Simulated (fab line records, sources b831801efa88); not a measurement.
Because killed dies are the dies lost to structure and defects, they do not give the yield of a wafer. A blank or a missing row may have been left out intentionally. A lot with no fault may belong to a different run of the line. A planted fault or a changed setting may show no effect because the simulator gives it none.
fab line records | flow sky130
[record] lots = 7 wafers = 21 lastDay = 49
route steps=708 shown VIA1@460 PAD_OPEN@708
lots that met no fault: from a run of the same line without faults
startH: the number of hours between the record's first day and the start of the first shown wafer of the lot | waitH: time in hours since the lot's previous step | " identical to the entry in the row above | L1.1+2: one row covering several wafers at once | - either no value or no given start | * or withheld: withheld | < > ~ a bound
route shown NAME@n: NAME is a module with steps in the file, n the number in the route of the first one | usual: the fault-free wafers' mean and standard deviation | same: alike in all rows | chamber/n: place in a boat | sites: readings site by site | _std_site: standard deviation across them | _edge_site: outer sites' mean less inner sites' | radiusMm: for every site, how far away it sits from the centre of the wafer | mask NAME#n: copy n | behind: the tool/chamber that last shaped the wafer | hold: why the lot was held/for how many hours/how that ended | device: the transistor (n, p or np) that didn't switch | end of line: the same wafers' tests at the end of the route | for a step that has no rows: nothing shown but its recipe | killed: dies that structure and defects cost at the first sort, which is not the same as the wafer's yield | map: a wafer's dies, x killed, . not, _ none there
set.NAME: the setting the step ran with; set.NAME@STEP: the setting that earlier step ran with | model.NAME: the simulator's own value behind a step, which no gauge read
lots at selected steps of the route; one table per step, one row per wafer
services: from which hour (startH, from the record's first day; less than 0 if before it) a tool's chamber was out of use, for how many hours, and why
[[steps]]
[step SKY_VIA1_CMP_02]
[recipe] material = SiO2 downForcePsi = 4 platenRpm = 60 padVelocityMS = 0.94248
[usual] motorCurrentA = 11.8/1.1
// columns lot.wafer tool chamber startH waitH motorCurrentA
L153.4 cmp-01 0 759.77 0.2 13.4
L153.1 " 1 " " 12.2
L153.6 " 2 " " 10.7
L162.1 cmp-01 1 841.12 0.1 11.4
L162.3 " 3 " " 10.6
L162.5 " 1 " " 12.7
L163.2 cmp-01 1 848.03 0.9 11.7
L163.5 " 0 " " 13.0
L163.6 " 1 " " 11.8
L164.1 cmp-02 3 859.57 0.1 11.5
L164.2 " 0 " " 12.7
L164.4 " 2 " " 9.9
L171.2 cmp-01 1 898.77 0.0 12.5
L171.4 " 2 " " 11.5
L171.5 " 2 " " 12.0
L172.4 cmp-01 3 917.41 0.2 10.9
L172.2 " 2 " " 11.6
L172.5 " 3 " " 9.9
L174.2 cmp-02 1 919.37 0.0 12.8
L174.3 " 2 " " 9.8
L174.5 " 1 " " 12.5
[step SKY_VIA1_BOW_MEAS_03]
[recipe] mode = bow
[usual] VIA1_BOW = 79/7
// columns lot.wafer tool chamber startH waitH VIA1_BOW[um]
L153.1 filmMetro-03 - 759.97 0.1 79
L153.4 " - " " 75
L153.6 " - " " 77
L162.1 filmMetro-02 - 841.37 0.2 80
L162.3 " - " " 79
L162.5 " - " " 79
L163.2 filmMetro-01 - 848.30 0.2 86
L163.5 " - " " 77
L163.6 " - " " 87
L164.1 filmMetro-03 - 859.87 0.2 69
L164.2 " - " " 73
L164.4 " - " " 77
L171.2 filmMetro-01 - 899.09 0.3 71
L171.4 " - " " 75
L171.5 " - " " 69
L172.2 filmMetro-03 - 917.73 0.1 70
L172.4 " - " " 90
L172.5 " - " " 81
L174.2 filmMetro-02 - 919.69 0.3 73
L174.3 " - " " 68
L174.5 " - " " 82
[step SKY_VIA1_DEHYDRATE_04]
[recipe] tempC = 200 timeS = 60
[step SKY_VIA1_HMDS_05]
[recipe] primeTimeS = 60 primeTempC = 120
[step SKY_VIA1_COAT_06]
[recipe] resist = BARC tempC = withheld timeS = withheld spinRpm = 3000 resistThkNm = 60
[step SKY_VIA1_COAT_07]
[recipe] resist = KrF-thick spinRpm = 3000 resistThkNm = 450
[step SKY_VIA1_SOFTBAKE_08]
[recipe] tempC = 100 timeS = 90 resist = KrF-thick
[step SKY_VIA1_EXPOSE_09]
[recipe] maskId = VIM na = 0.8 sourceShape = annular sigmaInner = 0.55 sigmaOuter = 0.85 targetCdNm = 150 doseMj = 38
[step SKY_VIA1_PEB_10]
[recipe] pebTempC = withheld pebTimeS = withheld resist = KrF-thick
[step SKY_VIA1_DEVELOP_11]
[recipe] developTimeS = 60 resist = KrF-thick devTempC = 21
[step SKY_VIA1_CD_MEAS_12]
[recipe] targetCdNm = 150
[usual] cdNm = 149.4/1.9
// columns lot.wafer tool chamber startH waitH cdNm
L153.1 cdSem-01 - 786.84 - 150.0
L153.4 " - " " 149.4
L153.6 " - " " 148.2
L162.1 cdSem-02 - 867.51 - 149.9
L162.3 " - " " 149.8
L162.5 " - " " 149.8
L163.2 cdSem-02 - 874.38 - 145.5
L163.5 " - " " 143.8
L163.6 " - " " 143.6
L164.1 cdSem-02 - 885.43 - 151.3
L164.2 " - " " 151.1
L164.4 " - " " 150.8
L171.2 cdSem-02 - 923.50 - 148.5
L171.4 " - " " 148.1
L171.5 " - " " 147.6
L172.2 cdSem-02 - 942.56 - 148.6
L172.4 " - " " 150.9
L172.5 " - " " 150.8
L174.2 cdSem-02 - 945.25 - 147.4
L174.3 " - " " 147.3
L174.5 " - " " 146.8
[step SKY_VIA1_OVL_MEAS_13]
[usual] VIA1_OVL = 1/5.6
// columns lot.wafer tool chamber startH waitH VIA1_OVL[nm]
L153.1 overlay-01 - 786.96 0.1 5
L153.4 " - " " 12
L153.6 " - " " 4
L162.1 overlay-02 - 867.63 0.1 -1
L162.3 " - " " -5
L162.5 " - " " -4
L163.2 overlay-02 - 874.48 0.1 -1
L163.5 " - " " 0
L163.6 " - " " -3
L164.1 overlay-01 - 885.55 0.1 5
L164.2 " - " " -2
L164.4 " - " " 4
L171.2 overlay-02 - 923.60 0.1 2
L171.4 " - " " 5
L171.5 " - " " 7
L172.2 overlay-02 - 942.66 0.1 -4
L172.4 " - " " -9
L172.5 " - " " 0
L174.2 overlay-02 - 945.35 0.1 -6
L174.3 " - " " 2
L174.5 " - " " 5
[step SKY_VIA1_ETCH_14]
[recipe] chemistry = N2/H2 target = BARC ionEnergyEv = 200 sourceW = 500 biasW = 100 pressureMtorr = 30 n2FlowSccm = 100 h2FlowSccm = 200 stopOn = SiO2 timeS = 45.9 targetDepthA = 600
[usual] biasW = 100.00/0.3 chamberPressureMTorr = 30.000/0.028 drypumpMotorCurrentA = 5.82/0.29 oesProductAu = 0.856/0.0053 throttleValvePct = 13.224/0.0089
// columns lot.wafer tool chamber startH waitH biasW chamberPressureMTorr drypumpMotorCurrentA oesProductAu rfHoursCounterH throttleValvePct model.KrF-thick_of_VIA1_COAT_07.thkNm
L153.1 rieDiel-02 3 787.00 0.0 100.00 30.023 5.58 0.854 9 13.223 393
L153.4 " 0 " " 99.63 29.997 6.15 0.860 7 13.223 392.3
L153.6 " 1 " " 99.96 30.005 5.65 0.865 - 13.223 393
L162.1 rieDiel-01 0 867.66 0.0 - - - - - - 436.9
L162.3 " 3 " " - - - - - - 437.3
L162.5 " 2 " " - - - - - - 437.1
L163.2 rieDiel-04 1 874.51 0.0 - - - - - - 436.8
L163.5 " 0 " " - - - - - - 436.6
L163.6 " 1 " " - - - - - - 435.5
L164.1 rieDiel-04 1 885.58 0.0 - - - - - - 438.4
L164.2 " 3 " " - - - - - - 438.3
L164.4 " 0 " " - - - - - - 438.2
L171.2 rieDiel-01 1 923.63 0.0 100.42 30.013 6.60 0.857 10 13.225 395.4
L171.4 " 0 " " 99.93 30.002 5.97 0.855 8 13.213 394.3
L171.5 " 0 " " 99.56 29.984 5.99 0.849 - 13.208 393.5
L172.2 rieDiel-04 1 942.69 0.0 100.50 29.997 5.67 0.861 20 13.229 392.6
L172.4 " 0 " " 99.67 30.010 5.90 0.856 8 13.225 394.6
L172.5 " 0 " " 100.05 30.038 5.90 0.855 - 13.222 394
L174.2 rieDiel-01 0 945.38 0.0 99.94 30.030 6.00 0.856 9 13.236 393
L174.3 " 2 " " 100.22 30.009 5.63 0.863 23 13.230 392.6
L174.5 " 1 " " 99.69 29.998 6.63 0.858 - 13.223 393.1
[step SKY_VIA1_ETCH_15]
[recipe] target = SiO2 chemistry = C4F8/O2/Ar targetDepthNm = 351 stopOn = TiN maskMaterial = KrF-thick sourceW = 1500 biasW = 1200 pressureMtorr = 40 c4f8FlowSccm = withheld O2_flow_sccm = 6 Ar_flow_sccm = 300 timeS = 54
[usual] biasW = 1200/3.6 chamberPressureMTorr = 40.00/0.035 oesProductAu = 0.981/0.0066
// columns lot.wafer tool chamber startH waitH biasW chamberPressureMTorr oesProductAu rfHoursCounterH model.KrF-thick_of_VIA1_COAT_07.thkNm
L153.1 rieDiel-02 3 787.04 0.0 1201 39.99 0.985 9 321.7
L153.4 " 0 " " 1202 39.93 0.968 7 321.6
L153.6 " 1 " " 1199 40.00 0.980 - 323
L162.1 rieDiel-01 0 867.70 0.0 1207 40.07 0.387 6 367
L162.3 " 3 " " 1203 39.99 0.373 8 368.1
L162.5 " 2 " " 1201 39.99 0.380 - 365.3
L163.2 rieDiel-04 1 874.55 0.0 1199 40.04 0.378 18 364.9
L163.5 " 0 " " 1199 40.01 0.374 - 365.6
L163.6 " 1 " " 1199 39.99 0.371 - 364.4
L164.1 rieDiel-04 1 885.62 0.0 1197 40.01 0.372 18 366.7
L164.2 " 3 " " 1203 39.98 0.377 3 367.3
L164.4 " 0 " " 1200 39.99 0.379 7 366.6
L171.2 rieDiel-01 1 923.67 0.0 1199 39.93 0.971 10 327.2
L171.4 " 0 " " 1195 40.00 0.972 8 324.5
L171.5 " 0 " " 1197 40.04 0.971 - 324.3
L172.2 rieDiel-04 1 942.73 0.0 1201 40.05 0.979 20 320.7
L172.4 " 0 " " 1204 40.01 0.991 8 324.4
L172.5 " 0 " " 1206 39.99 0.990 - 323.2
L174.2 rieDiel-01 0 945.42 0.0 1195 40.04 0.967 9 323.8
L174.3 " 2 " " 1200 39.97 0.981 23 321.8
L174.5 " 1 " " 1202 39.96 0.972 - 324.2
[step SKY_VIA1_STRIP_16]
[recipe] chemistry = O2/N2 powerW = 1400 pressureMtorr = 1500 platenTempC = withheld o2FlowSccm = 3000 n2FlowSccm = 300 overashFraction = 0.5
[usual] drypumpMotorCurrentA = 5.8/0.51 oesProductAu = 0.416/0.0045 stripTimeToEndpointS = 4.458/0.023
// columns lot.wafer tool chamber startH waitH drypumpMotorCurrentA oesProductAu rfHoursCounterH stripTimeToEndpointS
L153.1 plasmaAsher-04 0 787.09 0.0 5.8 0.410 4 4.459
L153.4 " 1 " " 5.1 0.416 - 4.439
L153.6 " 0 " " 5.8 0.411 - 4.454
L162.1 plasmaAsher-01 0 867.75 0.0 5.3 0.435 43 4.933
L162.3 " 0 " " 5.3 0.436 - 4.941
L162.5 " 0 " " 5.3 0.441 - 4.918
L163.2 plasmaAsher-01 1 874.60 0.0 6.3 0.432 44 4.889
L163.5 " 0 " " 5.3 0.432 - 4.891
L163.6 " 1 " " 6.3 0.432 - 4.910
L164.1 plasmaAsher-01 0 885.67 0.0 5.3 0.431 45 4.921
L164.2 " 1 " " 6.3 0.429 45 4.923
L164.4 " 1 " " 6.3 0.430 - 4.929
L171.2 plasmaAsher-04 0 923.72 0.0 5.8 0.417 19 4.496
L171.4 " 0 " " 5.8 0.419 - 4.480
L171.5 " 0 " " 5.8 0.422 - 4.491
L172.2 plasmaAsher-01 0 942.78 0.0 5.3 0.423 51 4.442
L172.4 " 0 " " 5.3 0.414 - 4.468
L172.5 " 0 " " 5.3 0.417 - 4.480
L174.2 plasmaAsher-01 1 945.47 0.0 6.4 0.427 51 4.469
L174.3 " 0 " " 5.3 0.412 - 4.447
L174.5 " 1 " " 6.3 0.420 - 4.476
[step SKY_VIA1_STRIP_17]
[recipe] chemistry = postEtchResidueRemover timeS = 1200 tempC = 72.5
[step SKY_PAD_OPEN_PROBE_99]
[usual] defectLimitedYield = 82.1/1.9 killed_at_M0_to_M3 = 44/7.3 killed_at_M4_up = 3.5/1.8 killedAtContacts = 24/5.8 killedAtFrontEnd = 16/4.3 killedAtOther = 0.5/0.68 killedDies = 88/9.4 killedOnRim = 17/3.7 killedOpen = 48/6.8 killedShort = 40/6.1 sort_bin_3_pad_short = 0.9/0.39 sort_bin_5_function = 10.5/1.4 sort_bin_6_memory = 6.4/1.1 sortNPass = 404/9.4 sortYieldPct = 82.1/1.9
[same] grossDies = 492 killedAtBackSide = 0 sort_bin_4_leakage[%] = 0 sort_bin_8_speed[%] = 0
// columns lot.wafer tool chamber startH waitH defectLimitedYield[%] killed_at_M0_to_M3 killed_at_M4_up killedAtContacts killedAtFrontEnd killedAtOther killedDies killedOnRim killedOpen killedShort sort_bin_3_pad_short[%] sort_bin_5_function[%] sort_bin_6_memory[%] sortNPass sortYieldPct[%]
L153.1 prober-02 - 1071.62 0.1 81.1 48 5 28 12 0 93 16 41 52 0.8 10.2 7.9 399 81.1
L153.4 prober-02 - 1071.77 0.2 82.1 40 2 24 22 0 88 15 48 40 1.0 10.8 6.1 404 82.1
L153.6 prober-02 - 1071.87 0.2 79.1 51 5 28 18 1 103 16 54 49 0.6 14.4 5.9 389 79.1
L162.1 prober-01 - 1133.87 0.1 0 449 0 28 14 1 492 96 53 42 0.6 91.7 7.7 0 0
L162.3 prober-01 - 1133.97 0.2 0 442 3 30 17 0 492 96 58 38 1.0 90.9 8.1 0 0
L162.5 prober-01 - 1134.07 0.2 0 454 3 16 19 0 492 96 57 45 1.4 91.5 7.1 0 0
L163.2 prober-02 - 1142.30 0.1 0 454 2 24 12 0 492 96 40 43 0.8 93.3 5.9 0 0
L163.5 prober-02 - 1142.45 0.2 0 442 5 27 18 0 492 96 57 38 0.6 91.7 7.7 0 0
L163.6 prober-02 - 1142.50 0.2 0 451 4 24 12 1 492 96 49 46 1.0 92.1 6.9 0 0
L164.1 prober-01 - 1146.46 0.1 0 446 6 21 19 0 492 96 47 43 0.8 93.3 5.9 0 0
L164.2 prober-01 - 1146.51 0.1 0 460 2 18 12 0 492 96 52 35 1.2 92.9 5.9 0 0
L164.4 prober-01 - 1146.61 0.2 0 464 3 7 18 0 492 96 46 33 0.8 93.7 5.5 0 0
L174.2 prober-02 - 1187.77 0.1 82.3 47 3 19 18 0 87 13 50 37 0.8 10.6 6.3 405 82.3
L174.3 prober-02 - 1187.82 0.2 85.0 39 0 19 16 0 74 17 40 34 0.6 8.7 5.7 418 85.0
L174.5 prober-02 - 1187.92 0.2 83.5 40 4 22 14 1 81 12 48 32 0.6 9.8 6.1 411 83.5
// killed by level:class
L153.1 CONTACT:geometricParticle:short=11 METAL2:geometricParticle:short=11 VIA1:geometricParticle:open=10 VIA3:geometricParticle:open=7 LI_CONTACT:geometricParticle:open=6 POLY_GATE:geometricParticle:short=5 CONTACT:geometricParticle:open=5 VIA2:geometricParticle:open=5
L153.4 CONTACT:geometricParticle:open=11 METAL2:geometricParticle:short=7 POLY_GATE:geometricParticle:open=6 LI_CONTACT:geometricParticle:open=6 VIA2:geometricParticle:short=6 VIA1:geometricParticle:open=5 VIA2:geometricParticle:open=5 VIA3:geometricParticle:open=5
L153.6 VIA1:geometricParticle:open=13 CONTACT:geometricParticle:open=11 LI_CONTACT:geometricParticle:open=8 FIELD_ISO:geometricParticle:short=7 VIA3:geometricParticle:open=7 METAL2:geometricParticle:short=6 METAL3:geometricParticle:short=6 VIA2:geometricParticle:open=5
L162.1 VIA1:areaEtch=396 VIA3:geometricParticle:open=14 CONTACT:geometricParticle:open=11 VIA1:geometricParticle:open=8 METAL2:geometricParticle:short=8 LI_CONTACT:geometricParticle:open=7 CONTACT:geometricParticle:short=6 VIA1:geometricParticle:short=5
L162.3 VIA1:areaEtch=396 VIA1:geometricParticle:open=13 VIA3:geometricParticle:open=11 LI_CONTACT:geometricParticle:open=11 VIA2:geometricParticle:open=9 FIELD_ISO:geometricParticle:short=8 CONTACT:geometricParticle:open=8 LI_CONTACT:geometricParticle:short=4
L162.5 VIA1:areaEtch=388 VIA3:geometricParticle:open=13 VIA1:geometricParticle:open=13 VIA2:geometricParticle:open=12 FIELD_ISO:geometricParticle:short=6 FIELD_ISO:geometricParticle:open=6 VIA1:geometricParticle:short=6 VIA3:geometricParticle:short=6
L163.2 VIA1:areaEtch=409 VIA1:geometricParticle:open=10 CONTACT:geometricParticle:open=7 METAL1:geometricParticle:short=7 LI_CONTACT:geometricParticle:open=6 CONTACT:geometricParticle:short=6 VIA1:geometricParticle:short=6 METAL2:geometricParticle:short=5
L163.5 VIA1:areaEtch=397 VIA1:geometricParticle:open=14 CONTACT:geometricParticle:open=11 CONTACT:geometricParticle:short=7 FIELD_ISO:geometricParticle:open=6 LI_CONTACT:geometricParticle:open=6 VIA1:geometricParticle:short=6 METAL2:geometricParticle:short=6
L163.6 VIA1:areaEtch=397 VIA1:geometricParticle:open=15 METAL1:geometricParticle:short=11 CONTACT:geometricParticle:open=7 METAL2:geometricParticle:short=7 LI_CONTACT:geometricParticle:open=6 VIA1:geometricParticle:short=6 LOCAL_INTERCONNECT:geometricParticle:short=4
L164.1 VIA1:areaEtch=402 LI_CONTACT:geometricParticle:open=9 CONTACT:geometricParticle:open=8 METAL1:geometricParticle:short=8 VIA1:geometricParticle:open=8 METAL2:geometricParticle:short=7 METAL4:geometricParticle:short=5 VIA2:geometricParticle:open=5
L164.2 VIA1:areaEtch=405 VIA1:geometricParticle:open=15 LI_CONTACT:geometricParticle:open=8 METAL1:geometricParticle:short=8 VIA3:geometricParticle:open=8 CONTACT:geometricParticle:open=7 VIA2:geometricParticle:open=7 VIA2:geometricParticle:short=5
L164.4 VIA1:areaEtch=413 VIA1:geometricParticle:open=17 FIELD_ISO:geometricParticle:open=7 VIA3:geometricParticle:open=7 METAL1:geometricParticle:short=7 METAL2:geometricParticle:short=6 POLY_GATE:geometricParticle:short=4 VIA1:geometricParticle:short=4
L174.2 VIA2:geometricParticle:open=11 VIA1:geometricParticle:open=10 LI_CONTACT:geometricParticle:open=8 VIA1:geometricParticle:short=6 METAL2:geometricParticle:short=6 CONTACT:geometricParticle:open=5 METAL1:geometricParticle:short=5 FIELD_ISO:geometricParticle:open=4
L174.3 VIA1:geometricParticle:open=11 LI_CONTACT:geometricParticle:open=10 CONTACT:geometricParticle:open=6 POLY_GATE:geometricParticle:short=5 VIA2:geometricParticle:open=5 VIA3:geometricParticle:short=5 METAL1:geometricParticle:short=4 FIELD_ISO:geometricParticle:short=3
L174.5 CONTACT:geometricParticle:open=10 VIA1:geometricParticle:open=10 FIELD_ISO:geometricParticle:open=6 LI_CONTACT:geometricParticle:open=5 VIA3:geometricParticle:short=5 VIA2:geometricParticle:open=5 METAL1:geometricParticle:short=5 METAL3:geometricParticle:short=5
// map L162.1 (x killed, . not)
__________xxxxxxxxxx_________
________xxxxxxxxxxxxxx_______
______xxxxxxxxxxxxxxxxxx_____
_____xxxxxxxxxxxxxxxxxxxx____
____xxxxxxxxxxxxxxxxxxxxxx___
___xxxxxxxxxxxxxxxxxxxxxxxx__
__xxxxxxxxxxxxxxxxxxxxxxxxxx_
_xxxxxxxxxxxxxxxxxxxxxxxxxxxx
_xxxxxxxxxxxxxxxxxxxxxxxxxxxx
_xxxxxxxxxxxxxxxxxxxxxxxxxxxx
_xxxxxxxxxxxxxxxxxxxxxxxxxxxx
_xxxxxxxxxxxxxxxxxxxxxxxxxxxx
_xxxxxxxxxxxxxxxxxxxxxxxxxxxx
_xxxxxxxxxxxxxxxxxxxxxxxxxxxx
_xxxxxxxxxxxxxxxxxxxxxxxxxxxx
__xxxxxxxxxxxxxxxxxxxxxxxxxx_
___xxxxxxxxxxxxxxxxxxxxxxxx__
____xxxxxxxxxxxxxxxxxxxxxx___
_____xxxxxxxxxxxxxxxxxxxx____
______xxxxxxxxxxxxxxxxxx_____
________xxxxxxxxxxxxxx_______
__________xxxxxxxxxx_________
// map L163.2 (x killed, . not)
__________xxxxxxxxxx_________
________xxxxxxxxxxxxxx_______
______xxxxxxxxxxxxxxxxxx_____
_____xxxxxxxxxxxxxxxxxxxx____
____xxxxxxxxxxxxxxxxxxxxxx___
___xxxxxxxxxxxxxxxxxxxxxxxx__
__xxxxxxxxxxxxxxxxxxxxxxxxxx_
_xxxxxxxxxxxxxxxxxxxxxxxxxxxx
_xxxxxxxxxxxxxxxxxxxxxxxxxxxx
_xxxxxxxxxxxxxxxxxxxxxxxxxxxx
_xxxxxxxxxxxxxxxxxxxxxxxxxxxx
_xxxxxxxxxxxxxxxxxxxxxxxxxxxx
_xxxxxxxxxxxxxxxxxxxxxxxxxxxx
_xxxxxxxxxxxxxxxxxxxxxxxxxxxx
_xxxxxxxxxxxxxxxxxxxxxxxxxxxx
__xxxxxxxxxxxxxxxxxxxxxxxxxx_
___xxxxxxxxxxxxxxxxxxxxxxxx__
____xxxxxxxxxxxxxxxxxxxxxx___
_____xxxxxxxxxxxxxxxxxxxx____
______xxxxxxxxxxxxxxxxxx_____
________xxxxxxxxxxxxxx_______
__________xxxxxxxxxx_________
[[services]]
// columns tool chamber startH hours kind
rieDiel-01 0 740.71 16.5 repair
cmp-01 - 744.02 4.0 pm
rieDiel-01 1 752.20 6.7 repair
cmp-02 - 753.16 0.5 repair
cmp-02 - 754.38 1.3 repair
cmp-02 - 756.85 4.5 repair
rieDiel-01 3 777.97 32.2 repair
rieDiel-04 3 782.44 11.2 repair
cmp-01 - 783.15 0.3 repair
rieDiel-04 1 789.30 4.5 repair
rieDiel-04 3 795.78 9.6 repair
rieDiel-01 0 800.71 4.4 repair
rieDiel-04 - 802.84 15.6 pm
rieDiel-02 1 807.86 5.5 repair
rieDiel-04 1 819.39 4.3 repair
plasmaAsher-01 - 819.44 15.6 pm
rieDiel-01 - 827.40 2.8 pm
plasmaAsher-01 - 835.78 1.2 repair
cmp-02 - 843.37 5.6 repair
plasmaAsher-01 - 863.68 1.1 repair
rieDiel-01 1 864.55 8.2 repair
cmp-01 - 876.30 3.9 pm
cmp-01 - 903.75 0.4 repair
rieDiel-01 - 908.82 0.8 repair
[[key]]
[firstSign] step = SKY_VIA1_ETCH_14 reading = toolRecord direction = missing
[effect] step = SKY_VIA1_ETCH_15 reading = oesProductAu direction = down sigmas = 91 usual = 0.981 struck = 0.377
[effect] step = SKY_VIA1_STRIP_16 reading = stripTimeToEndpointS direction = up sigmas = 20 usual = * struck = *
[effect] step = SKY_PAD_OPEN_PROBE_99 reading = sort_bin_5_function direction = up sigmas = 59 usual = 10.5 struck = 92.3
[modelEffect] step = SKY_VIA1_ETCH_14 value = KrF-thick_of_VIA1_COAT_07.thkNm without = 393.4 struck = 437.2
[modelEffect] step = SKY_VIA1_ETCH_15 value = KrF-thick_of_VIA1_COAT_07.thkNm without = 322.3 struck = 366.2
[moreKillsBornAt] SKY_VIA1_ETCH_14@rieDiel-04 = 2423 SKY_VIA1_ETCH_14@rieDiel-01 = 1180
metAt SKY_VIA1_ETCH_14
struckWafers L162.1,L162.3,L162.5,L163.2,L163.5,L163.6,L164.1,L164.2,L164.4
laterRowsLeftOut L162.1,L162.3,L162.5,L163.2,L163.5,L163.6,L164.1,L164.2,L164.4
[fault] kind = skippedStepWhole tool = rieDiel-01,rieDiel-04 chamber = - onsetH = 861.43 steps = SKY_VIA1_ETCH_14 scope = struckLotsOnly
// laterRowsLeftOut: the simulator's readings of these wafers behind a module that went badly wrong aren't trusted and aren't shown, but for the sort
